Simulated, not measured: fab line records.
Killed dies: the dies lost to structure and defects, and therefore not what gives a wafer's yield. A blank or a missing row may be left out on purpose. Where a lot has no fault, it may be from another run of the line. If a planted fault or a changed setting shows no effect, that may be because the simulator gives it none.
fab line records + flow sky130
record:
- lots: 4
- wafers: 12
- last_day: 49
route steps=708 shown VIA3@591 METAL4@598 CAP2M@603 PAD_OPEN@708
lots that met no fault: taken from a fault-free run of the same line
start_h: hours from the record's first day to the start of the lot's first wafer shown + wait_h: hours elapsed since this lot's preceding step + " as in the row above + L1.1+2: several wafers, shown together as one row + - no value, or no start was given + * or withheld: withheld + < > ~ a bound
route shown NAME@n: names a module that has steps shown in the file, with the first one's number in the route + usual: the fault-free wafers' mean and standard deviation + same: alike in all rows + chamber/n: place in a boat + sites: the reading at each site + _std_site: standard deviation across them + _edge_site: inner sites' mean taken away from outer sites' mean + radius_mm: for every site, how far away it sits from the centre of the wafer + mask NAME#n: copy n + behind: the most recent tool/chamber to have shaped the wafer + hold: reason for holding the lot/hours on hold/outcome of the hold + device: the transistor (n, p or np) that didn't switch + end of line: the route-end tests of the same wafers + where a step has no rows: the recipe by itself + killed: dies lost to structure and defects at the first sort, not the wafer's yield + map: shows each die of a wafer: x if killed, . if not, _ if none is there
set.NAME: the setting that was run; set.NAME@STEP: the one run at that earlier step + model.NAME: the simulator's own value behind a step, which no gauge read
lots at some steps of the route; a table a step, a row a wafer
services: from which hour (start_h, from the record's first day; less than 0 if before it) a tool's chamber was out of use, for how many hours, and why
== steps ==
step: SKY_VIA3_CLEAN_18
recipe:
- chemistry: IPA
- time_s: 180
- temp_c: 25
step: SKY_VIA3_CLEAN_19
recipe:
- chemistry: O3/DIW
- dry: n2_spin
step: SKY_VIA3_SPUTTER_20
recipe:
- material: TiN
- target_thk_nm: 20
- chamber_pressure_pa: 5
- power_w: 4000
- time_s: 80
step: SKY_VIA3_CVD_21
recipe:
- material: W
- target_thk_nm: 390
- time_s: 117.31
- temp_c: 400
- pressure_torr: 40
step: SKY_VIA3_CMP_24
recipe:
- stop_on: SiO2
- t_overpolish_s: 20
- down_force_psi: 3.5
- platen_rpm: 60
- target_thk_nm: 0
- pad_velocity_m_s: 0.94248
step: SKY_METAL4_SPUTTER_00
recipe:
- material: Ti
- target_thk_nm: 15
- power_w: 3000
- time_s: 10
- chamber_pressure_pa: 0.4
step: SKY_METAL4_SPUTTER_01
recipe:
- material: TiN
- target_thk_nm: 20
- power_w: 6500
- time_s: 16.7
- chamber_pressure_pa: 0.4
step: SKY_METAL4_SPUTTER_02
recipe:
- material: AlCu
- target_thk_nm: 735
- power_w: 10600
- time_s: 39.1
- chamber_pressure_pa: 0.4
step: SKY_METAL4_SPUTTER_03
recipe:
- material: Ti
- target_thk_nm: 5
- power_w: 3000
- time_s: 3.3
- chamber_pressure_pa: 0.4
step: SKY_METAL4_SPUTTER_04
recipe:
- material: TiN
- target_thk_nm: 70
- power_w: 6500
- time_s: 58.3
- chamber_pressure_pa: 0.4
step: SKY_CAP2M_CVD_00
recipe:
- material: SiO2
- target_thk_nm: 15.5
- temp_c: 400
- time_s: withheld
- rf_w: 450
usual:
- heater_power_w: 735/110
- rf_fwd_power_W: 442.7/2.2
| lot.wafer | tool     | chamber | start_h | wait_h | heater_power_w | rf_fwd_power_W |
|-----------|----------|---------|---------|--------|----------------|----------------|
| L484.1    | pecvd-03 | 1       | 975.39  | 0.0    | 845            | 446.6          |
| L484.5    | "        | 1       | "       | "      | 834            | 445.3          |
| L484.6    | "        | 2       | "       | "      | 803            | 440.7          |
| L490.1    | pecvd-04 | 1       | 1019.64 | 0.0    | 796            | 445.7          |
| L490.2    | "        | 0       | "       | "      | 817            | 442.1          |
| L490.3    | "        | 2       | "       | "      | 619            | 442.9          |
| L491.3    | pecvd-04 | 2       | 1027.25 | 0.0    | 635            | 441.9          |
| L491.4    | "        | 2       | "       | "      | 642            | 441.1          |
| L491.6    | "        | 1       | "       | "      | 744            | 446.3          |
| L496.1    | pecvd-04 | 0       | 1054.10 | 0.0    | 766            | 440.0          |
| L496.2    | "        | 1       | "       | "      | 694            | 443.7          |
| L496.5    | "        | 2       | "       | "      | 635            | 440.7          |
step: SKY_CAP2M_SPUTTER_02
recipe:
- material: TiN
- target_thk_nm: 200
- temp_c: 300
- power_w: 6500
- time_s: 166.7
- chamber_pressure_pa: 0.4
step: SKY_CAP2M_DEHYDRATE_05
recipe:
- temp_c: 200
- time_s: 60
step: SKY_CAP2M_HMDS_06
recipe:
- prime_time_s: 60
- prime_temp_c: 120
step: SKY_CAP2M_COAT_07
recipe:
- resist: NOVOLAK
- spin_rpm: 3000
- resist_thk_nm: 1140
step: SKY_CAP2M_SOFTBAKE_08
recipe:
- temp_c: 90
- time_s: 60
- resist: NOVOLAK
step: SKY_CAP2M_EXPOSE_09
recipe:
- mask_id: CAP2M
- na: 0.6
- source_shape: conventional
- sigma_outer: 0.6
- polarization: unpolarized
- target_cd_nm: 1000
- dose_mj: 159
step: SKY_CAP2M_PEB_10
recipe:
- temp_c: withheld
- time_s: *
- resist: NOVOLAK
step: SKY_CAP2M_DEVELOP_11
recipe:
- resist: NOVOLAK
- developer: TMAH
- develop_time_s: 60
- dev_temp_c: 23
step: SKY_CAP2M_METAL_ETCH_13
recipe:
- target_depth_nm: 220
- stop_on: SiO2
- chemistry: Cl2/BCl3
- target: TiN
- pressure_mtorr: 10.48
- icp_w: 900
- bias_w: 48.5
- Cl2_flow_sccm: 60
- bcl3_flow_sccm: 30
- time_s: 62.9
step: SKY_CAP2M_STRIP_14
recipe:
- chemistry: O2/N2
- power_w: 1400
- pressure_mtorr: 1500
- platen_temp_c: withheld
- o2_flow_sccm: 3000
- n2_flow_sccm: 300
- overash_fraction: 0.5
step: SKY_CAP2M_STRIP_15
recipe:
- chemistry: post_etch_residue_remover
- time_s: 1200
- temp_c: 72.5
step: SKY_CAP2M_CLEAN_16
recipe:
- chemistry: IPA
- time_s: 180
- temp_c: 25
step: SKY_CAP2M_CLEAN_17
recipe:
- chemistry: O3/DIW
- dry: n2_spin
step: SKY_METAL4_DEHYDRATE_05
recipe:
- temp_c: 200
- time_s: 60
step: SKY_METAL4_HMDS_06
recipe:
- prime_time_s: 60
- prime_temp_c: 120
step: SKY_METAL4_COAT_07
recipe:
- resist: BARC
- temp_c: withheld
- time_s: withheld
- spin_rpm: 3000
- resist_thk_nm: 60
step: SKY_METAL4_COAT_08
recipe:
- resist: KrF-thick
- spin_rpm: 3000
- resist_thk_nm: 1140
step: SKY_METAL4_SOFTBAKE_09
recipe:
- temp_c: 100
- time_s: 90
- resist: KrF-thick
step: SKY_METAL4_EXPOSE_10
recipe:
- mask_id: MM4
- na: 0.68
- source_shape: annular
- sigma_inner: 0.4
- sigma_outer: 0.8
- target_cd_nm: 300
- dose_mj: 28
step: SKY_METAL4_PEB_11
recipe:
- peb_temp_c: withheld
- peb_time_s: withheld
- resist: KrF-thick
step: SKY_METAL4_DEVELOP_12
recipe:
- develop_time_s: 60
- resist: KrF-thick
- dev_temp_c: 21
step: SKY_METAL4_DESCUM_15
recipe:
- chemistry: O2
- source_power_w: 150
- bias_power_w: 0
- pressure_mtorr: 10
- temp_c: 40
- time_s: 8
step: SKY_METAL4_ETCH_16
recipe:
- chemistry: N2/H2
- target: BARC
- ion_energy_ev: 200
- bias_w: 100
- pressure_mtorr: 30
- n2_flow_sccm: 100
- h2_flow_sccm: 200
- icp_w: 500
- stop_on: SiO2
- time_s: 88.2
- target_depth_a: 600
step: SKY_PAD_OPEN_PROBE_99
usual:
- defect_limited_yield: 82.2/2.2
- killed_at_M0_to_M3: 45/7.1
- killed_at_M4_up: 3.0/1.8
- killed_at_contacts: 24/5.4
- killed_at_front_end: 16/4.9
- killed_at_other: 0.3/0.63
- killed_dies: 88/11
- killed_open: 47/7.4
- killed_short: 40/7
- sort_bin_3_pad_short: 1.0/0.43
- sort_bin_5_function: 10.6/1.7
- sort_bin_6_memory: 6.3/1.1
- sort_n_pass: 404/11
- sort_yield_pct: 82.2/2.2
same:
- gross_dies: 492
- killed_at_back_side: 0
- sort_bin_4_leakage[%]: 0
- sort_bin_8_speed[%]: 0
| lot.wafer | tool      | chamber | start_h | wait_h | hold                     | defect_limited_yield[%] | killed_at_M0_to_M3 | killed_at_M4_up | killed_at_contacts | killed_at_front_end | killed_at_other | killed_dies | killed_open | killed_short | sort_bin_3_pad_short[%] | sort_bin_5_function[%] | sort_bin_6_memory[%] | sort_n_pass | sort_yield_pct[%] | model.etest.tester.sort_n_pass | model.etest.tester.sort_yield_pct | model.etest.tester.sort_bin_5_pct | model.etest.tester.sort_bin_3_pct |
|-----------|-----------|---------|---------|--------|--------------------------|-------------------------|--------------------|-----------------|--------------------|---------------------|-----------------|-------------|-------------|--------------|-------------------------|------------------------|----------------------|-------------|-------------------|--------------------------------|-----------------------------------|-----------------------------------|-----------------------------------|
| L484.1    | prober-01 | -       | 1112.78 | 0.1    | -                        | 80.5                    | 44                 | 3               | 31                 | 17                  | 1               | 96          | 52          | 44           | 0.8                     | 12.8                   | 5.9                  | 396         | 80.5              | 396                            | 80.49                             | 12.8                              | 0.813                             |
| L484.5    | prober-01 | -       | 1112.98 | 0.2    | -                        | 83.5                    | 37                 | 5               | 26                 | 13                  | 0               | 81          | 48          | 32           | 1.0                     | 8.5                    | 6.9                  | 411         | 83.5              | 411                            | 83.54                             | 8.537                             | 1.016                             |
| L484.6    | prober-01 | -       | 1113.03 | 0.2    | -                        | 81.5                    | 47                 | 1               | 31                 | 12                  | 0               | 91          | 61          | 30           | 0.6                     | 11.0                   | 6.9                  | 401         | 81.5              | 401                            | 81.5                              | 10.98                             | 0.6098                            |
| L490.1    | prober-01 | -       | 1150.35 | 0.1    | -                        | 80.7                    | 47                 | 2               | 22                 | 23                  | 1               | 95          | 46          | 49           | 0.8                     | 13.2                   | 5.3                  | 397         | 80.7              | 397                            | 80.69                             | 13.21                             | 0.813                             |
| L490.2    | prober-01 | -       | 1150.40 | 0.1    | -                        | 82.9                    | 41                 | 4               | 23                 | 16                  | 0               | 84          | 50          | 34           | 1.0                     | 9.8                    | 6.3                  | 408         | 82.9              | 408                            | 82.93                             | 9.756                             | 1.016                             |
| L490.3    | prober-01 | -       | 1150.45 | 0.2    | -                        | 81.5                    | 46                 | 5               | 23                 | 17                  | 0               | 91          | 46          | 44           | 0.8                     | 10.2                   | 7.5                  | 401         | 81.5              | 401                            | 81.5                              | 10.16                             | 0.813                             |
| L491.3    | prober-02 | -       | 1155.10 | 0.2    | await_dispo/3.3h/release | 74.2                    | 36                 | 2               | 17                 | 13                  | 59              | 127         | 40          | 28           | 4.7                     | 15.7                   | 5.5                  | 365         | 74.2              | 365                            | 74.19                             | 15.65                             | 4.675                             |
| L491.4    | prober-02 | -       | 1155.15 | 0.2    | await_dispo/3.3h/release | 72.2                    | 27                 | 2               | 18                 | 18                  | 72              | 137         | 29          | 37           | 6.1                     | 15.0                   | 6.7                  | 355         | 72.2              | 355                            | 72.15                             | 15.04                             | 6.098                             |
| L491.6    | prober-02 | -       | 1155.25 | 0.2    | await_dispo/3.3h/release | 74.0                    | 55                 | 0               | 14                 | 16                  | 43              | 128         | 37          | 48           | 4.3                     | 15.4                   | 6.3                  | 364         | 74.0              | 364                            | 73.98                             | 15.45                             | 4.268                             |
| L496.1    | prober-01 | -       | 1177.64 | 0.1    | await_dispo/3.5h/release | 74.8                    | 36                 | 1               | 16                 | 8                   | 63              | 124         | 30          | 31           | 3.5                     | 15.0                   | 6.7                  | 368         | 74.8              | 368                            | 74.8                              | 15.04                             | 3.455                             |
| L496.2    | prober-01 | -       | 1177.69 | 0.1    | await_dispo/3.5h/release | 75.4                    | 41                 | 3               | 22                 | 11                  | 44              | 121         | 34          | 43           | 3.9                     | 14.6                   | 6.1                  | 371         | 75.4              | 371                            | 75.41                             | 14.63                             | 3.862                             |
| L496.5    | prober-01 | -       | 1177.84 | 0.2    | await_dispo/3.5h/release | 72.8                    | 39                 | 4               | 22                 | 10                  | 59              | 134         | 41          | 34           | 3.9                     | 16.9                   | 6.5                  | 358         | 72.8              | 358                            | 72.76                             | 16.87                             | 3.862                             |
killed by level:class
L484.1 VIA1:geometric_particle:open=13 CONTACT:geometric_particle:open=10 LOCAL_INTERCONNECT:geometric_particle:short=8 LI_CONTACT:geometric_particle:open=8 FIELD_ISO:geometric_particle:short=5 METAL2:geometric_particle:short=5 METAL1:geometric_particle:short=5 VIA3:geometric_particle:open=5
L484.5 VIA2:geometric_particle:open=10 CONTACT:geometric_particle:open=9 VIA3:geometric_particle:open=7 LI_CONTACT:geometric_particle:open=6 VIA1:geometric_particle:open=6 LOCAL_INTERCONNECT:geometric_particle:short=5 SPACER:geometric_particle:short=3 LOCAL_INTERCONNECT:geometric_particle:open=3
L484.6 CONTACT:geometric_particle:open=13 VIA1:geometric_particle:open=12 FIELD_ISO:geometric_particle:open=8 LI_CONTACT:geometric_particle:open=8 VIA3:geometric_particle:open=8 VIA2:geometric_particle:open=6 VIA3:geometric_particle:short=5 LOCAL_INTERCONNECT:geometric_particle:short=5
L490.1 METAL1:geometric_particle:short=10 POLY_GATE:geometric_particle:open=9 CONTACT:geometric_particle:open=7 CONTACT:geometric_particle:short=7 LI_CONTACT:geometric_particle:open=6 VIA2:geometric_particle:open=6 VIA1:geometric_particle:short=6 VIA1:geometric_particle:open=6
L490.2 VIA2:geometric_particle:open=10 CONTACT:geometric_particle:open=9 VIA1:geometric_particle:short=8 FIELD_ISO:geometric_particle:open=7 LI_CONTACT:geometric_particle:open=7 VIA1:geometric_particle:open=6 VIA2:geometric_particle:short=4 METAL1:geometric_particle:short=4
L490.3 VIA1:geometric_particle:open=11 CONTACT:geometric_particle:open=8 VIA2:geometric_particle:open=8 LI_CONTACT:geometric_particle:open=7 METAL1:geometric_particle:short=7 FIELD_ISO:geometric_particle:short=5 POLY_GATE:geometric_particle:short=5 METAL4:geometric_particle:short=5
L491.3 CAP2M:unspecified=59 VIA1:geometric_particle:open=10 POLY_GATE:geometric_particle:open=6 CONTACT:geometric_particle:open=6 METAL1:geometric_particle:short=6 METAL2:geometric_particle:short=6 VIA2:geometric_particle:open=4 LOCAL_INTERCONNECT:geometric_particle:short=4
L491.4 CAP2M:unspecified=71 CONTACT:geometric_particle:open=7 FIELD_ISO:geometric_particle:short=5 POLY_GATE:geometric_particle:short=5 METAL1:geometric_particle:short=5 METAL2:geometric_particle:short=5 FIELD_ISO:geometric_particle:open=4 LOCAL_INTERCONNECT:geometric_particle:short=4
L491.6 CAP2M:unspecified=43 VIA1:geometric_particle:open=13 METAL1:geometric_particle:short=9 METAL2:geometric_particle:short=8 VIA1:geometric_particle:short=6 POLY_GATE:geometric_particle:short=5 LI_CONTACT:geometric_particle:short=5 VIA2:geometric_particle:open=5
L496.1 CAP2M:unspecified=63 VIA1:geometric_particle:open=13 LI_CONTACT:geometric_particle:open=7 METAL1:geometric_particle:short=6 VIA1:geometric_particle:short=5 CONTACT:geometric_particle:short=4 FIELD_ISO:geometric_particle:short=3 SONOS_ONO:geometric_particle:short=3
L496.2 CAP2M:unspecified=44 LI_CONTACT:geometric_particle:open=8 METAL2:geometric_particle:short=8 CONTACT:geometric_particle:short=7 VIA3:geometric_particle:open=7 VIA1:geometric_particle:open=6 FIELD_ISO:geometric_particle:short=5 CONTACT:geometric_particle:open=5
L496.5 CAP2M:unspecified=59 VIA1:geometric_particle:open=12 CONTACT:geometric_particle:open=9 LI_CONTACT:geometric_particle:open=7 VIA2:geometric_particle:open=7 FIELD_ISO:geometric_particle:short=5 POLY_GATE:geometric_particle:short=4 METAL1:geometric_particle:short=4
map L491.4 (x killed, . not)
__________......x..._________
________.x.....x...x.x_______
______.................._____
_____.........x.xxx......____
____.....xx.....x.........___
___.........x.......x.x....__
__.........x...........xx..._
_..................xx.x......
_x.........x...x......x......
_..x....x............x.......
_.x.....x...x.xxxxxxxx..x....
_.....x..x..xx.xxxxxxxx......
_...........x.xxxxxxxxxx.....
_.xxx...xx...x.xxxxxxxxx.x.x.
_.............xxxxxxxxx..x...
__......x.x..xxxxxxxxxx....x_
___x.x.....x..x.xxxxxx.x...__
____...x.......x.xxxxx.xxx___
_____.....x....xx...xxx..____
______....x......x......_____
________....xx........_______
__________.xx......x_________
map L496.5 (x killed, . not)
__________.......x.x_________
________...........xx._______
______......x.x........._____
_____.........x.......x..____
____.x.xx.x..x...x.......x___
___........x..x.....x......__
__...............x.........._
_xxx........x..x......x..x...
_.x.............x....x...x..x
_......x...x.x..........x..x.
_...xx..x....x...xxxxxx..xx..
_.x..x...x.....xxxxxxxxxx....
_.x..x.......xxxxxxxx.xxx....
_.x.....x...xxxxxxxxxxx.x....
_.......x......xxxxxxxx.x.x..
__...x..........xxxxxx......_
___............xxxxxxxxx...__
____...x........xxxx......___
_____.x....x....xx.....x.____
______x...x.........x..._____
________x............._______
__________x.xx...xx._________
== services ==
| tool     | chamber | start_h | hours | kind           |
|----------|---------|---------|-------|----------------|
| pecvd-04 | 2       | 973.78  | 17.2  | repair         |
| pecvd-04 | 1       | 989.49  | 16.5  | scheduled_down |
| pecvd-04 | 1       | 1005.99 | 2.1   | scheduled_down |
| pecvd-04 | 0       | 1008.12 | 2.1   | scheduled_down |
| pecvd-03 | 2       | 1040.82 | 5.5   | scheduled_down |
== key ==
first_sign:
- step: SKY_PAD_OPEN_PROBE_99
- reading: killed_at_other
- direction: up
- sigmas: 56
- usual: 0.3
- struck: 56.7
effect:
- step: SKY_PAD_OPEN_PROBE_99
- reading: sort_bin_3_pad_short
- direction: up
- sigmas: 8
- usual: 1.0
- struck: 4.4
model_effect:
- step: SKY_PAD_OPEN_PROBE_99
- value: etest.tester.sort_n_pass
- without: 414.2
- struck: 363.5
met_at SKY_CAP2M_CVD_00
struck_wafers L491.3,L491.4,L491.6,L496.1,L496.2,L496.5
onset_between 1019.64 1027.25
also_fits time
fault:
- kind: chamber_particle_source
- tool: pecvd-04
- chamber: -
- onset_h: 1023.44
- steps: SKY_CAP2M_CVD_00
- rate_per_visit_cm2: 1.6754
- end_h: 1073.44
